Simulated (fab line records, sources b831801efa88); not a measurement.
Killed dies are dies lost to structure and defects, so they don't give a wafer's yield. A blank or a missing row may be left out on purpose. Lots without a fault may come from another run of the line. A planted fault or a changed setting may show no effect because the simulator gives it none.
A struck lot beside a sound one | flow sky130 | 15 steps out of a route of 708
Sound: wafers L315.2, L315.3, L315.5. Struck: wafers L327.1, L327.4, L327.5. The cause comes at the end.
At each step with rows: each side's tool, then ch and its chambers, then its first start. Under that, the readings that differ: sound wafers | struck wafers | difference of the means | sigmas: that difference in standard deviations of wafers without a fault.
alike: readings whose means differ by less than 2 such deviations, and words and numbers that are the same on both sides. not compared: withheld readings, readings that some wafer has no value for, bounds like >300 that may hide the same value, and numbers for which the record gives no deviation and whose values overlap.
The two part at a step that has a row with sigmas, a row that says differs or no value, or rows on one side only. Numbers that don't overlap but have no deviation are shown without sigmas and don't part them. A reading that every wafer of one side lacks parts them only if that side has two wafers or more.

SKY_METAL3_ETCH_16: etches BARC in N2/H2, stops on SiO2, time 88.2 s, target depth 60 nm.
  sound on rie_metal-02 ch 0, day 41 03:46; struck on rie_metal-02 ch 0,1, day 45 00:13
  alike: drypump_motor_current_A, oes_product_au, throttle_valve_pct
  not compared: rf_hours_counter_h
SKY_METAL3_ETCH_17: etches SiO2 in C4F8/O2/Ar, stops on TiN, time 3.9 s, target depth 15 nm.
  sound on rie_diel-04 ch 0,3, day 41 03:52; struck on rie_diel-04 ch 1,2, day 45 00:19
  alike: oes_product_au
  not compared: rf_hours_counter_h
SKY_METAL3_METAL_ETCH_18: etches the open film in Cl2/BCl3, stops on SiO2, target depth 845 nm, time 183.1 s.
  sound on rie_metal-01 ch 0,1, day 41 03:53; struck on rie_metal-03 ch 0,1, day 45 00:20
  alike: drypump_motor_current_A, mfc_cl2_sccm, oes_product_au, throttle_valve_pct
  not compared: rf_hours_counter_h
SKY_METAL3_STRIP_19: strips in O2/N2.
  sound on plasma_asher-03 ch 0,1, day 41 04:04; struck on plasma_asher-01 ch 1, day 45 00:31
  alike: drypump_motor_current_A, oes_product_au, strip_time_to_endpoint_s
  not compared: rf_hours_counter_h
then, 4 steps without rows for these wafers: SKY_METAL3_STRIP_20 (strips in post etch residue remover, time 1200 s); SKY_METAL3_CLEAN_21 (cleans in IPA, time 180 s); SKY_METAL3_CLEAN_22 (cleans in O3/DIW); SKY_VIA3_HDPCVD_00 (deposits SiO2, target thk 1635 nm, time 265.7 s).
SKY_VIA3_THK_MEAS_01:
  sound on film_metro-03, day 41 04:50; struck on film_metro-01, day 45 01:17
  alike: VIA3_HDPCVD_THK
SKY_VIA3_CMP_02: polishes SiO2.
  sound on cmp-01 ch 1,2,3, day 41 04:56; struck on cmp-01 ch 0,3, day 45 01:34
  alike: motor_current_A, retaining_ring_pressure_frac
SKY_VIA3_BOW_MEAS_03:
  sound on film_metro-04, day 41 05:12; struck on film_metro-03, day 45 01:52
  alike: VIA3_BOW
then, 1 step without rows for these wafers: SKY_VIA3_DEHYDRATE_04 (time 60 s).
SKY_VIA3_HMDS_05: prime time 60 s.
  sound on litho_track-03 ch 0, day 41 17:18; struck on litho_track-01 ch 0, day 45 13:29
  reading          | sound                | struck               | difference | sigmas
  prime_temp_c (C) | 120.02 120.16 119.96 | 113.76 113.75 113.87 | -6.25      | -45
then, 1 step without rows for these wafers: SKY_VIA3_COAT_06 (resist thk 60 nm).
-- the record jumps here: 5 days lie between the struck wafers' starts before and after (it left off in module VIA3 and takes up again in module PAD_OPEN, whose first step shown is number 708 of the route) --
SKY_PAD_OPEN_PROBE_99:
  sound on prober-02, day 47 23:12; struck on prober-02, day 50 23:02
  alike: defect_limited_yield, killed_at_M0_to_M3, killed_at_M4_up, killed_at_contacts, killed_at_front_end, killed_at_other, killed_dies, killed_open, killed_short, sort_bin_3_pad_short, sort_bin_5_function, sort_bin_6_memory, sort_n_pass, sort_yield_pct

WHERE THEY PART
Only at SKY_VIA3_HMDS_05, within this record. Later steps at which nothing parts them and some readings are alike: SKY_PAD_OPEN_PROBE_99.

WHY: what the simulator had put in
Process parameter drift: litho_track-01, from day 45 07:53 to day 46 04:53, at SKY_VIA3_HMDS_05. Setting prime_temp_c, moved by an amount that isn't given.
